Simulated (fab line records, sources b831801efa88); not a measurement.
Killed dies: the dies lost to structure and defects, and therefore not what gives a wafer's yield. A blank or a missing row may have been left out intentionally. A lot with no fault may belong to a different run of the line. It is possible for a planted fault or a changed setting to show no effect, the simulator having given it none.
One fault seen from 2 desks    flow sky130    each desk has only its own numbers; what lay behind them comes last

== METROLOGY DESK ==
Lot by lot, what the gauges showed, no matter which tool ran the lot: averages of those sampled wafers that carry a number. A lot is out of limits, marked OUT, if its mean lies more than 4 standard deviations from the usual mean; the brackets give that distance.
Columns: A = PASSIVATION_CVD_02_THK at SKY_PASSIVATION_THK_MEAS_03, usual 538 nm
lot   first seen here  A
L283  day 43 20:45     543
L284  day 44 05:43     549
L286  day 45 00:19     538
L287  day 45 00:26     541
L290  day 45 21:57     541
L291  day 46 15:16     526
L292  day 46 16:52     541
L293  day 46 23:17     541
L294  day 47 06:39     538
L295  day 47 20:23     527
L304  day 49 11:25     539
L305  day 49 17:04     544
Finding of this desk: none of the 12 lots has anything out of limits.

== AT THE TOOL OWNER'S DESK: wet bench-01 ==
The tool's own readings at SKY_PAD_OPEN_STRIP_09 (strips in post etch residue remover, time 1200 s): means of the sampled wafers that have a number, for each lot that ran on this tool. A lot is out of limits, marked OUT, if its mean lies more than 4 standard deviations from the usual mean; the brackets give that distance.
Columns: A = run length s at SKY_PAD_OPEN_STRIP_09, usual 1230 s
lot   first seen here  A
L291  day 47 23:54     1233
L294  day 48 15:59     1234
L295  day 49 08:59     1233
L304  day 50 20:15     1272 (+11) OUT
L305  day 51 01:11     1271 (+11) OUT
Finding of this desk: L304, L305 out of limits; the first was L304 at day 50 20:15, on run length s at SKY_PAD_OPEN_STRIP_09. In limits: L291, L294, L295.

== PUT TOGETHER ==
The tool owner's desk had the chance to raise an alarm at day 50 20:15 on L304, L305.
The metrology desk saw nothing out of limits.
The metrology desk holds a record of L304, L305, inside its limits.
All the named lots went through SKY_PAD_OPEN_STRIP_09 on wet bench-01.

== WHAT WAS PUT IN BY THE SIMULATOR ==
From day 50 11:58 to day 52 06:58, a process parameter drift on wet bench-01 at SKY_PAD_OPEN_STRIP_09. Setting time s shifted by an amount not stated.
Shown lots that were struck: L304, L305.
How many hours passed from the start of the fault until each desk's first out-of-limits reading: the tool owner's desk, 8.
